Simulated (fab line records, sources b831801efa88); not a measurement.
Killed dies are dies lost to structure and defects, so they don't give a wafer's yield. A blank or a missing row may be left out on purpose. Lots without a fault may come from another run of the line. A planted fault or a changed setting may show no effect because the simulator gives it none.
Which tool did it? | flow gf180mcu | 7 lots, 20 wafers sampled, at 1 step of a route of 602

WHAT THE GAUGES READ, wafer by wafer
GF_DUAL_GATE_OVL_MEAS_11.
lot  | measured     | on         | DUAL_GATE_OVL (nm)
L615 | day 8 12:19  | overlay-02 | -4.4 -3.3 -2.2
L617 | day 9 04:42  | overlay-02 | -2.1 -1.3
L626 | day 11 21:16 | overlay-02 | -1.4 -1.9 -0.7
L630 | day 13 05:18 | overlay-02 | 1.9 1.5 1.5
L632 | day 13 15:34 | overlay-01 | 0.5 -0.1 0.7
L634 | day 14 01:41 | overlay-02 | 1.2 2.0 0.5
L636 | day 14 16:13 | overlay-01 | -0.6 -0.6 1.2

WHICH TOOL RAN EACH LOT (tool, then ch and the chambers of the sampled wafers, then the start)
The record holds no process step before these readings.

THE ANSWER, worked out from the rows above alone
Rule: what is usual is taken from the lots themselves. Put in order of their means at a reading, lots are off if they are a third of the lots or fewer, leave a main group of 4 or more, and stand apart from it by a gap of 3 or more times the standard deviation of the main group's means; of several such gaps the widest counts. A main group whose means are all the same, to the digits that the tables above print for the reading, isn't used. A lot without any number at a reading at which 4 lots or more have one is off too. The other lots that the step has rows for count as sound.
No lot is off at any reading shown: from this, nothing can be told.

WHAT THE SIMULATOR HAD PUT IN
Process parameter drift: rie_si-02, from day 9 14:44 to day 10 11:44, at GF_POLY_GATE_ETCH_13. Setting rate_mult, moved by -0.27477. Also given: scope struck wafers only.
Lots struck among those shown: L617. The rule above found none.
